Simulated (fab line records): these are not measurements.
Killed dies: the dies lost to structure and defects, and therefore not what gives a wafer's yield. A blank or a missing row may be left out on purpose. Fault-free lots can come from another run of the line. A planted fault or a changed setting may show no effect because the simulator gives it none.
fab line records	flow sky130
record lots=5	wafers=23
route steps=708 shown SD_N@344 SD_P@359 LI_CONTACT@383 LOCAL_INTERCONNECT@393 CONTACT@429 METAL1@437 VIA1@465 METAL2@485
startH: the number of hours between the record's first day and the start of the first shown wafer of the lot	waitH: time in hours since the lot's previous step	" as in the row above	L1.1+2: one row covering several wafers at once	- no value, or no start given	* or withheld: withheld	< > ~ a bound
route shown NAME@n: a module of which the file shows steps, and the number in the route of the first	usual: mean and standard deviation over wafers with no fault	same: alike in all rows	chamber/n: place in a boat	sites: the reading at each site	_std_site: how widely they spread, as a standard deviation	_edge_site: the outer-site mean with the inner-site mean subtracted	radiusMm: how far each site lies from the wafer's centre	mask NAME#n: copy n	behind: the most recent tool/chamber to have shaped the wafer	hold: why the lot was held/for how many hours/how that ended	device: the n, p or np transistor that did not switch	end of line: the same wafers' tests at the end of the route	a step without rows: its recipe alone	killed: the dies lost at the first sort to structure and to defects; this is not the yield of the wafer	map: the dies of a wafer, with x for killed, . for not killed, _ for no die there
set.NAME: setting as actually run; set.NAME@STEP: the setting as run at that earlier step	model.NAME: the simulator's own value behind a step, which no gauge read
lots where settings were altered on purpose, with a table for each step and a row for each wafer
## steps
# step SKY_SD_N_COAT_02
# recipe resist=NOVOLAK	spinRpm=3000	resistThkNm=1140
lot.wafer	tool	chamber	startH	waitH	set.resistThkNm	model.NOVOLAK_of_SD_N_COAT_02.thkNm
L074.2+6	lithoTrack-03	0	636.10	0.1	1140	1137
L074.3+5	"	0	"	"	1106	1103
L074.4	"	0	"	"	1140	1136
L078.1+3	lithoTrack-04	0	668.39	0.1	1140	1135
L078.4	"	0	"	"	1140	1134
L080.1	lithoTrack-04	0	691.19	0.1	1178	1177
L080.3	"	0	"	"	1140	1141
L080.4	"	0	"	"	1140	1138
L080.5	"	0	"	"	1140	1139
L080.6	"	0	"	"	1178	1174
L083.1	lithoTrack-02	0	715.55	0.1	1140	1145
L083.2	"	0	"	"	1140	1144
L083.3+4	"	0	"	"	1140	1142
L083.6	"	0	"	"	1140	1141
L082.1	lithoTrack-03	0	715.82	0.1	1140	1134
L082.2+3	"	0	"	"	1119	1116
L082.4	"	0	"	"	1140	1138
L082.6	"	0	"	"	1119	1118
# step SKY_SD_N_STRIP_11
# recipe chemistry=O2/N2	powerW=1400	pressureMtorr=1500	platenTempC=withheld	o2FlowSccm=3000	n2FlowSccm=300	overashFraction=0.5
# usual oesProductAu=0.527/0.0044	stripTimeToEndpointS=22.53/0.042
lot.wafer	tool	chamber	startH	waitH	set.powerW	oesProductAu	stripTimeToEndpointS
L074.2	plasmaAsher-04	0	650.44	0.1	1400	0.531	22.51
L074.3	"	1	"	"	1305	0.508	23.40
L074.4	"	0	"	"	1305	0.512	23.83
L074.5	"	0	"	"	1400	0.522	22.12
L074.6	"	1	"	"	1305	0.513	23.81
L078.1	plasmaAsher-04	0	682.98	0.1	1400	0.536	22.47
L078.3	"	0	"	"	1400	0.529	22.48
L078.4	"	1	"	"	1400	0.526	22.49
L080.1	plasmaAsher-04	0	705.89	0.1	1233	0.496	25.40
L080.3	"	1	"	"	1233	0.496	24.97
L080.4	"	0	"	"	1400	0.527	22.51
L080.5	"	1	"	"	1400	0.526	22.51
L080.6	"	0	"	"	1400	0.533	22.89
L083.1	plasmaAsher-03	0	730.39	0.1	1533	0.557	21.00
L083.2	"	1	"	"	1400	0.523	22.60
L083.3	"	1	"	"	1400	0.532	22.56
L083.4	"	0	"	"	1400	0.521	22.58
L083.6	"	1	"	"	1533	0.549	20.97
L082.1	plasmaAsher-02	1	731.18	0.1	1400	0.521	22.50
L082.2	"	0	"	"	1400	0.526	22.29
L082.3	"	1	"	"	1519	0.551	20.86
L082.4	"	0	"	"	1519	0.545	21.12
L082.6	"	0	"	"	1400	0.516	22.32
# step SKY_SD_N_CLEAN_13
# recipe chemistry=SC1/SC2	mix=1:4:20	tempC=70	timeS=150	dry=n2Spin
# step SKY_SD_N_RS_MEAS_17
# recipe thkMeasGauge=four-point-probe
# usual SD_P_RS=147.2/0.47
lot.wafer	tool	chamber	startH	waitH	set.energyKev@SD_P_IMPLANT_09	SD_P_RS[ohm/sq]
L074.2	filmMetro-03	-	650.96	0.1	19.26	149.8
L074.3	"	-	"	"	20	147.5
L074.4	"	-	"	"	20	146.9
L074.5	"	-	"	"	19.26	150.2
L074.6	"	-	"	"	19.26	149.7
L078.1	filmMetro-03	-	683.48	0.1	20	147.0
L078.3	"	-	"	"	20	147.1
L078.4	"	-	"	"	20	147.0
L080.1	filmMetro-02	-	706.44	0.1	21.06	144.0
L080.3	"	-	"	"	20	147.9
L080.4	"	-	"	"	21.06	144.5
L080.5	"	-	"	"	21.06	144.4
L080.6	"	-	"	"	20	147.7
L083.1	filmMetro-01	-	730.89	0.1	20	147.9
L083.2	"	-	"	"	19.57	148.8
L083.3	"	-	"	"	20	148.0
L083.4	"	-	"	"	20	147.2
L083.6	"	-	"	"	19.57	148.7
L082.1	filmMetro-02	-	731.68	0.1	20	147.1
L082.2	"	-	"	"	20	147.3
L082.3	"	-	"	"	20	147.5
L082.4	"	-	"	"	20	147.2
L082.6	"	-	"	"	20	146.8
# step SKY_LI_CONTACT_CVD_21
# recipe material=W	targetThkNm=400	timeS=120.56	tempC=400	pressureTorr=40
lot.wafer	tool	chamber	startH	waitH	set.tempC	model.W_of_LI_CONTACT_CVD_21.thkNm
L074.2	cvdW-01	0	681.24	0.0	410.2	475.6
L074.3	"	1	"	"	410.2	470.7
L074.4	"	0	"	"	400	393.4
L074.5	"	0	"	"	400	395.7
L074.6	"	1	"	"	410.2	474.5
L078.1	cvdW-02	0	713.54	0.0	400	396.3
L078.3	"	1	"	"	400	400.8
L078.4	"	0	"	"	400	393.9
L080.1	cvdW-02	0	736.14	0.0	393	344.1
L080.3	"	0	"	"	400	394.5
L080.4	"	1	"	"	400	394.4
L080.5	"	1	"	"	393	345.3
L080.6	"	0	"	"	400	396.5
L083.1	cvdW-01	1	759.94	0.0	400	402.3
L083.2	"	0	"	"	400	402.5
L083.3	"	0	"	"	410	473.8
L083.4	"	1	"	"	410	476.5
L083.6	"	0	"	"	410	479.5
L082.1	cvdW-02	0	760.30	0.0	400	402.3
L082.2	"	1	"	"	400	405.1
L082.3	"	0	"	"	400	401.5
L082.4	"	1	"	"	400	395.6
L082.6	"	0	"	"	400	398.9
# step SKY_LI_CONTACT_RS_MEAS_22
# recipe thkMeasGauge=four-point-probe	reads=W_of_LI_CONTACT_CVD_21+TiN_of_LI_CONTACT_SPUTTER_20+Ti_of_LI_CONTACT_SPUTTER_19
# usual LI_CONTACT_W_RS=0.2868/0.0027
lot.wafer	tool	chamber	startH	waitH	set.tempC@LI_CONTACT_CVD_21	LI_CONTACT_W_RS[ohm/sq]
L074.2	filmMetro-03	-	681.38	0.1	410.2	0.2396
L074.3	"	-	"	"	410.2	0.2419
L074.4	"	-	"	"	400	0.2896
L074.5	"	-	"	"	400	0.2876
L074.6	"	-	"	"	410.2	0.2399
L078.1	filmMetro-03	-	713.66	0.1	400	0.2872
L078.3	"	-	"	"	400	0.2839
L078.4	"	-	"	"	400	0.2883
L080.1	filmMetro-02	-	736.26	0.1	393	0.3310
L080.3	"	-	"	"	400	0.2883
L080.4	"	-	"	"	400	0.2887
L080.5	"	-	"	"	393	0.3304
L080.6	"	-	"	"	400	0.2875
L083.1	filmMetro-01	-	760.06	0.1	400	0.2832
L083.2	"	-	"	"	400	0.2834
L083.3	"	-	"	"	410	0.2411
L083.4	"	-	"	"	410	0.2394
L083.6	"	-	"	"	410	0.2382
L082.1	filmMetro-02	-	760.42	0.1	400	0.2830
L082.2	"	-	"	"	400	0.2812
L082.3	"	-	"	"	400	0.2838
L082.4	"	-	"	"	400	0.2874
L082.6	"	-	"	"	400	0.2850
# step SKY_LI_CONTACT_THK_MEAS_23
# recipe thkMeasGauge=xrf	reads=W_of_LI_CONTACT_CVD_21
# usual LI_CONTACT_W_THK=387/5.7
lot.wafer	tool	chamber	startH	waitH	set.tempC@LI_CONTACT_CVD_21	LI_CONTACT_W_THK[nm]
L074.2	filmMetro-03	-	681.49	0.1	410.2	457
L074.3	"	-	"	"	410.2	449
L074.4	"	-	"	"	400	378
L074.5	"	-	"	"	400	382
L074.6	"	-	"	"	410.2	455
L078.1	filmMetro-03	-	713.78	0.1	400	389
L078.3	"	-	"	"	400	395
L078.4	"	-	"	"	400	385
L080.1	filmMetro-02	-	736.38	0.1	393	334
L080.3	"	-	"	"	400	381
L080.4	"	-	"	"	400	382
L080.5	"	-	"	"	393	335
L080.6	"	-	"	"	400	384
L083.1	filmMetro-01	-	760.18	0.1	400	391
L083.2	"	-	"	"	400	393
L083.3	"	-	"	"	410	460
L083.4	"	-	"	"	410	461
L083.6	"	-	"	"	410	468
L082.1	filmMetro-02	-	760.54	0.1	400	386
L082.2	"	-	"	"	400	390
L082.3	"	-	"	"	400	386
L082.4	"	-	"	"	400	379
L082.6	"	-	"	"	400	384
# step SKY_LI_CONTACT_CMP_24
# recipe stopOn=PSG	tOverpolishS=20	downForcePsi=3.5	platenRpm=60	targetThkNm=0	padVelocityMS=0.94248
# usual timeToEndpointS=97/4
lot.wafer	tool	chamber	startH	waitH	set.tempC@LI_CONTACT_CVD_21	timeToEndpointS
L074.3	cmp-01	0	681.54	0.0	410.2	119
L074.2	"	1	"	"	410.2	114
L074.4	"	2	"	"	400	101
L074.5	"	0	"	"	400	100
L074.6	"	1	"	"	410.2	115
L078.1	cmp-02	3	713.84	0.1	400	91
L078.4	"	1	"	"	400	97
L078.3	"	2	"	"	400	95
L080.3	cmp-01	0	736.44	0.0	400	100
L080.4	"	2	"	"	400	101
L080.1	"	3	"	"	393	83
L080.5	"	0	"	"	393	90
L080.6	"	1	"	"	400	100
L083.2	cmp-02	1	760.24	0.0	400	100
L083.3	"	2	"	"	410	114
L083.1	"	3	"	"	400	92
L083.4	"	0	"	"	410	116
L083.6	"	1	"	"	410	116
L082.3	cmp-01	1	760.60	0.0	400	100
L082.2	"	2	"	"	400	107
L082.4	"	3	"	"	400	98
L082.1	"	0	"	"	400	102
L082.6	"	1	"	"	400	99
# step SKY_LOCAL_INTERCONNECT_COAT_06
# recipe resist=KrF-thick	spinRpm=3000	resistThkNm=450
lot.wafer	tool	chamber	startH	waitH	set.spinRpm	model.KrF-thick_of_LOCAL_INTERCONNECT_COAT_06.thkNm
L074.2+3	lithoTrack-01	0	-	-	3000	450.8
L074.4	"	0	"	"	3000	451.1
L074.5	"	0	"	"	3000	449.5
L074.6	"	0	"	"	3000	451.6
L078.1	lithoTrack-01	0	-	-	3000	451.2
L078.3	"	0	"	"	3000	449.6
L078.4	"	0	"	"	3000	448.7
L080.1	lithoTrack-03	0	-	-	3000	450.1
L080.3	"	0	"	"	3152	439.1
L080.4	"	0	"	"	3152	437.7
L080.5	"	0	"	"	3152	439.6
L080.6	"	0	"	"	3000	451.3
L083.1	lithoTrack-04	0	-	-	3000	450
L083.2	"	0	"	"	3000	450.5
L083.3	"	0	"	"	3000	449.9
L083.4	"	0	"	"	3000	450.2
L083.6	"	0	"	"	3000	450.4
L082.1	lithoTrack-03	0	-	-	3129	438.4
L082.2	"	0	"	"	3000	446.8
L082.3	"	0	"	"	3129	438.5
L082.4	"	0	"	"	3129	438.8
L082.6	"	0	"	"	3000	447.7
# step SKY_LOCAL_INTERCONNECT_ETCH_13
# recipe chemistry=N2/H2	target=BARC	ionEnergyEv=200	biasW=100	pressureMtorr=30	n2FlowSccm=100	h2FlowSccm=200	icpW=500	stopOn=SiO2	timeS=45.9	targetDepthA=600
lot.wafer	tool	chamber	startH	waitH	set.pressureMtorr
L074.2+3+4+5+6	rieMetal-02	1,1,0,1,0	710.53	0.0	34.25
L078.1+3+4	rieMetal-01	0,1,0	742.32	0.0	30
L080.1+3+4+5+6	rieMetal-03	1,1,0,1,0	764.22	0.0	32.58
L083.1+2+3+4+6	rieMetal-02	1	788.03	0.0	30
L082.1+2+3+4+6	rieMetal-01	0,1,0,1,1	788.38	0.0	26.39
# step SKY_LOCAL_INTERCONNECT_METAL_ETCH_14
# recipe targetDepthNm=110	stopOn=PSG	chemistry=Cl2/BCl3	target=TiN	resistSidewallDeg=88	pressureMtorr=10	icpW=900	biasW=48.5	Cl2_flow_sccm=60	bcl3FlowSccm=30	timeS=32.26
# step SKY_LOCAL_INTERCONNECT_STRIP_15
# recipe chemistry=O2/N2	powerW=1400	pressureMtorr=1500	platenTempC=withheld	o2FlowSccm=3000	n2FlowSccm=300	overashFraction=0.5
# usual stripTimeToEndpointS=4.710/0.019
lot.wafer	tool	chamber	startH	waitH	set.spinRpm@LOCAL_INTERCONNECT_COAT_06	stripTimeToEndpointS
L074.2	plasmaAsher-01	0	710.64	0.0	3000	4.699
L074.3	"	1	"	"	3000	4.703
L074.4	"	0	"	"	3000	4.735
L074.5	"	1	"	"	3000	4.692
L074.6	"	0	"	"	3000	4.730
L078.1	plasmaAsher-01	1	742.44	0.0	3000	4.714
L078.3	"	0	"	"	3000	4.686
L078.4	"	1	"	"	3000	4.671
L080.1	plasmaAsher-03	0	764.34	0.0	3000	4.726
L080.3	"	0	"	"	3152	4.595
L080.4	"	1	"	"	3152	4.593
L080.5	"	1	"	"	3152	4.616
L080.6	"	0	"	"	3000	4.712
L083.1	plasmaAsher-02	0	788.26	0.1	3000	4.720
L083.2	"	1	"	"	3000	4.715
L083.3	"	1	"	"	3000	4.729
L083.4	"	0	"	"	3000	4.720
L083.6	"	1	"	"	3000	4.707
L082.1	plasmaAsher-03	0	788.49	0.0	3129	4.592
L082.2	"	1	"	"	3000	4.676
L082.3	"	0	"	"	3129	4.614
L082.4	"	1	"	"	3129	4.610
L082.6	"	1	"	"	3000	4.698
# step SKY_CONTACT_SPUTTER_23
# recipe material=TiN	targetThkNm=20	chamberPressurePa=5	powerW=4000	timeS=80
lot.wafer	tool	chamber	startH	waitH	set.timeS	model.TiN_of_CONTACT_SPUTTER_23.thkNm
L074.2	pvdSputter-03	-	741.06	0.0	80	19.84
L074.3	"	-	"	"	68.19	17.06
L074.4	"	-	"	"	68.19	17.33
L074.5	"	-	"	"	80	19.94
L074.6	"	-	"	"	80	19.85
L078.1+4	pvdSputter-04	-	771.17	0.0	80	19.59
L078.3	"	-	"	"	80	19.93
L080.1	pvdSputter-03	-	792.85	0.0	80	19.66
L080.3	"	-	"	"	83.02	20.47
L080.4	"	-	"	"	83.02	20.39
L080.5	"	-	"	"	80	19.55
L080.6	"	-	"	"	80	19.79
L083.1	pvdSputter-02	-	816.43	0.0	80	19.88
L083.2	"	-	"	"	80	20.12
L083.3	"	-	"	"	80	19.83
L083.4+6	"	-	"	"	80	20.17
L082.1	pvdSputter-04	-	816.92	0.0	70.69	17.34
L082.2	"	-	"	"	80	19.97
L082.3	"	-	"	"	80	19.74
L082.4	"	-	"	"	80	20
L082.6	"	-	"	"	70.69	17.27
# step SKY_METAL1_SPUTTER_03
# recipe material=Ti	targetThkNm=5	powerW=3000	timeS=3.3	chamberPressurePa=0.4
lot.wafer	tool	chamber	startH	waitH	set.timeS	model.Ti_of_METAL1_SPUTTER_03.thkNm
L074.2	pvdSputter-03	-	741.78	0.0	3.022	4.782
L074.3	"	-	"	"	3.022	4.75
L074.4	"	-	"	"	3.022	4.777
L074.5	"	-	"	"	3.3	5.1
L074.6	"	-	"	"	3.3	5.163
L078.1	pvdSputter-02	-	771.89	0.0	3.3	5.017
L078.3	"	-	"	"	3.3	4.985
L078.4	"	-	"	"	3.3	4.876
L080.1	pvdSputter-02	-	793.58	0.0	3.3	5.314
L080.3	"	-	"	"	3.3	5.292
L080.4	"	-	"	"	3.3	5.12
L080.5	"	-	"	"	3.3	5.364
L080.6	"	-	"	"	3.3	5.185
L083.1	pvdSputter-02	-	817.15	0.0	3.121	5.165
L083.2	"	-	"	"	3.3	5.132
L083.3	"	-	"	"	3.3	5.366
L083.4	"	-	"	"	3.3	5.353
L083.6	"	-	"	"	3.121	4.996
L082.1	pvdSputter-03	-	817.64	0.0	3.3	4.899
L082.2	"	-	"	"	3.3	4.942
L082.3	"	-	"	"	3.515	5.177
L082.4	"	-	"	"	3.515	5.25
L082.6	"	-	"	"	3.3	4.887
# step SKY_VIA1_COAT_07
# recipe resist=KrF-thick	spinRpm=3000	resistThkNm=450
lot.wafer	tool	chamber	startH	waitH	set.spinRpm	model.KrF-thick_of_VIA1_COAT_07.thkNm
L074.2	lithoTrack-02	0	-	-	3000	450
L074.3+6	"	0	"	"	3000	449.7
L074.4	"	0	"	"	3000	450.8
L074.5	"	0	"	"	3000	449.5
L078.1	lithoTrack-01	0	-	-	3000	449.5
L078.3	"	0	"	"	3000	449.3
L078.4	"	0	"	"	3000	449.9
L080.1	lithoTrack-02	0	-	-	3084	447
L080.3	"	0	"	"	3000	453.6
L080.4	"	0	"	"	3000	451.7
L080.5	"	0	"	"	3000	452.9
L080.6	"	0	"	"	3084	445.7
L083.1	lithoTrack-01	0	-	-	2778	469
L083.2	"	0	"	"	3000	450.7
L083.3	"	0	"	"	3000	451.7
L083.4	"	0	"	"	2778	469.1
L083.6	"	0	"	"	3000	450.1
L082.1	lithoTrack-03	0	-	-	2815	464.4
L082.2	"	0	"	"	2815	466.3
L082.3	"	0	"	"	3000	450.9
L082.4	"	0	"	"	2815	465.4
L082.6	"	0	"	"	3000	448.9
# step SKY_VIA1_ETCH_14
# recipe chemistry=N2/H2	target=BARC	ionEnergyEv=200	sourceW=500	biasW=100	pressureMtorr=30	n2FlowSccm=100	h2FlowSccm=200	stopOn=SiO2	timeS=45.9	targetDepthA=600
lot.wafer	tool	chamber	startH	waitH	set.sourceW
L074.2+5	rieDiel-03	2,3	796.57	0.0	544.1
L074.3+4+6	"	1,2,1	"	"	500
L078.1+3+4	rieDiel-01	0,2,3	827.11	0.0	500
L080.1+4+5	rieDiel-01	1,1,2	847.46	0.0	500
L080.3+6	"	2,0	"	"	542.5
L083.1+2	rieDiel-03	0,2	870.81	0.0	453.3
L083.3+4+6	"	3,2,3	"	"	500
L082.1+2+3+4+6	rieDiel-02	1,3,0,2,3	871.63	0.0	500
# step SKY_VIA1_ETCH_15
# recipe target=SiO2	chemistry=C4F8/O2/Ar	targetDepthNm=351	stopOn=TiN	maskMaterial=KrF-thick	sourceW=1500	biasW=1200	pressureMtorr=40	c4f8FlowSccm=withheld	O2_flow_sccm=6	Ar_flow_sccm=300	timeS=54
lot.wafer	tool	chamber	startH	waitH	set.spinRpm@VIA1_COAT_07	model.KrF-thick_of_VIA1_COAT_07.thkNm
L074.2	rieDiel-03	2	796.62	0.0	3000	319.9
L074.3	"	1	"	"	3000	322.7
L074.4	"	2	"	"	3000	323.8
L074.5	"	3	"	"	3000	317.4
L074.6	"	1	"	"	3000	322.5
L078.1+3	rieDiel-01	0,2	827.15	0.0	3000	322.3
L078.4	"	3	"	"	3000	323.5
L080.1	rieDiel-01	1	847.50	0.0	3084	317.6
L080.3	"	2	"	"	3000	323.3
L080.4	"	1	"	"	3000	323
L080.5	"	2	"	"	3000	325.4
L080.6	"	0	"	"	3084	316.1
L083.1	rieDiel-03	0	870.85	0.0	2778	345
L083.2	"	2	"	"	3000	327.9
L083.3	"	3	"	"	3000	323.2
L083.4	"	2	"	"	2778	342.4
L083.6	"	3	"	"	3000	322.3
L082.1	rieDiel-02	1	871.67	0.0	2815	338.4
L082.2	"	3	"	"	2815	337.4
L082.3	"	0	"	"	3000	323.9
L082.4	"	2	"	"	2815	337.9
L082.6	"	3	"	"	3000	321
# step SKY_VIA1_STRIP_16
# recipe chemistry=O2/N2	powerW=1400	pressureMtorr=1500	platenTempC=withheld	o2FlowSccm=3000	n2FlowSccm=300	overashFraction=0.5
# usual stripTimeToEndpointS=4.458/0.022
lot.wafer	tool	chamber	startH	waitH	set.spinRpm@VIA1_COAT_07	stripTimeToEndpointS
L074.2	plasmaAsher-02	1	796.66	0.0	3000	4.434
L074.3	"	0	"	"	3000	4.468
L074.4	"	1	"	"	3000	4.468
L074.5	"	0	"	"	3000	4.405
L074.6	"	1	"	"	3000	4.453
L078.1	plasmaAsher-04	0	827.20	0.0	3000	4.465
L078.3	"	0	"	"	3000	4.468
L078.4	"	1	"	"	3000	4.465
L080.1	plasmaAsher-04	1	847.55	0.0	3084	4.396
L080.3	"	1	"	"	3000	4.481
L080.4	"	0	"	"	3000	4.467
L080.5	"	1	"	"	3000	4.472
L080.6	"	0	"	"	3084	4.391
L083.1	plasmaAsher-02	1	870.90	0.0	2778	4.705
L083.2	"	0	"	"	3000	4.508
L083.3	"	1	"	"	3000	4.460
L083.4	"	0	"	"	2778	4.650
L083.6	"	1	"	"	3000	4.454
L082.1	plasmaAsher-02	1	871.72	0.0	2815	4.626
L082.2	"	0	"	"	2815	4.617
L082.3	"	1	"	"	3000	4.464
L082.4	"	0	"	"	2815	4.616
L082.6	"	1	"	"	3000	4.451
# step SKY_METAL2_SPUTTER_02
# recipe material=AlCu	targetThkNm=250	powerW=10600	timeS=13.3	chamberPressurePa=0.4
lot.wafer	tool	chamber	startH	waitH	set.chamberPressurePa	model.AlCu_of_METAL2_SPUTTER_02.thkNm
L074.2	pvdSputter-02	-	797.94	0.0	0.4	250.9
L074.3	"	-	"	"	0.4	248.3
L074.4	"	-	"	"	0.4	250.4
L074.5	"	-	"	"	0.4	248.9
L074.6	"	-	"	"	0.4	249.8
L078.1	pvdSputter-01	-	828.47	0.0	0.4	250.9
L078.3	"	-	"	"	0.4	251.6
L078.4	"	-	"	"	0.4	251
L080.1	pvdSputter-01	-	848.88	0.0	0.34	255.9
L080.3+6	"	-	"	"	0.34	254.7
L080.4	"	-	"	"	0.34	253.7
L080.5	"	-	"	"	0.34	253.6
L083.1	pvdSputter-02	-	872.18	0.0	0.4373	250.2
L083.2	"	-	"	"	0.4373	243.9
L083.3	"	-	"	"	0.4373	246.1
L083.4	"	-	"	"	0.4373	244.4
L083.6	"	-	"	"	0.4373	246.9
L082.1	pvdSputter-04	-	872.99	0.0	0.34	259.4
L082.2	"	-	"	"	0.34	262.2
L082.3	"	-	"	"	0.34	261.9
L082.4	"	-	"	"	0.34	260.3
L082.6	"	-	"	"	0.34	260.2
## key
split step=SKY_SD_N_COAT_02	setting=resistThkNm	stated=1140	by=wafer
response step=SKY_SD_N_COAT_02	reading=model.NOVOLAK_of_SD_N_COAT_02.thkNm	change=+11	per=1%	r=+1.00
split step=SKY_SD_N_STRIP_11	setting=powerW	stated=1400	by=wafer
response step=SKY_SD_N_STRIP_11	reading=oesProductAu	change=+0.00282	per=1%	r=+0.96
response step=SKY_SD_N_STRIP_11	reading=stripTimeToEndpointS	change=*	per=1%	r=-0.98
split step=SKY_LI_CONTACT_CVD_21	setting=tempC	stated=400	by=wafer
response step=SKY_LI_CONTACT_CVD_21	reading=model.W_of_LI_CONTACT_CVD_21.thkNm	change=+30	per=1%	r=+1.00
response step=SKY_LI_CONTACT_RS_MEAS_22	reading=LI_CONTACT_W_RS	change=-0.0194	per=1%	r=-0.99
response step=SKY_LI_CONTACT_THK_MEAS_23	reading=LI_CONTACT_W_THK	change=+28.4	per=1%	r=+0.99
response step=SKY_LI_CONTACT_CMP_24	reading=timeToEndpointS	change=*	per=1%	r=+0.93
split step=SKY_LOCAL_INTERCONNECT_COAT_06	setting=spinRpm	stated=3000	by=wafer
response step=SKY_LOCAL_INTERCONNECT_COAT_06	reading=model.KrF-thick_of_LOCAL_INTERCONNECT_COAT_06.thkNm	change=-2.21	per=1%	r=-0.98
response step=SKY_LOCAL_INTERCONNECT_STRIP_15	reading=stripTimeToEndpointS	change=*	per=1%	r=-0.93
split step=SKY_LOCAL_INTERCONNECT_ETCH_13	setting=pressureMtorr	stated=30	by=lot
response none clear
split step=SKY_CONTACT_SPUTTER_23	setting=timeS	stated=80	by=wafer
response step=SKY_CONTACT_SPUTTER_23	reading=model.TiN_of_CONTACT_SPUTTER_23.thkNm	change=+0.198	per=1%	r=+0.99
split step=SKY_METAL1_SPUTTER_03	setting=timeS	stated=3.3	by=wafer
response step=SKY_METAL1_SPUTTER_03	reading=model.Ti_of_METAL1_SPUTTER_03.thkNm	change=+0.0429	per=1%	r=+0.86
split step=SKY_VIA1_COAT_07	setting=spinRpm	stated=3000	by=wafer
response step=SKY_VIA1_COAT_07	reading=model.KrF-thick_of_VIA1_COAT_07.thkNm	change=-2.46	per=1%	r=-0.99
response step=SKY_VIA1_ETCH_15	reading=model.KrF-thick_of_VIA1_COAT_07.thkNm	change=-2.56	per=1%	r=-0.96
response step=SKY_VIA1_STRIP_16	reading=stripTimeToEndpointS	change=*	per=1%	r=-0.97
split step=SKY_VIA1_ETCH_14	setting=sourceW	stated=500	by=wafer
response none clear
split step=SKY_METAL2_SPUTTER_02	setting=chamberPressurePa	stated=0.4	by=lot
response step=SKY_METAL2_SPUTTER_02	reading=model.AlCu_of_METAL2_SPUTTER_02.thkNm	change=-0.474	per=1%	r=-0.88
split outsideThisFile step=SKY_SD_P_IMPLANT_09 setting=energyKev
# split outsideThisFile: this setting was split too, and the file shows its column; the key of that split is in another file
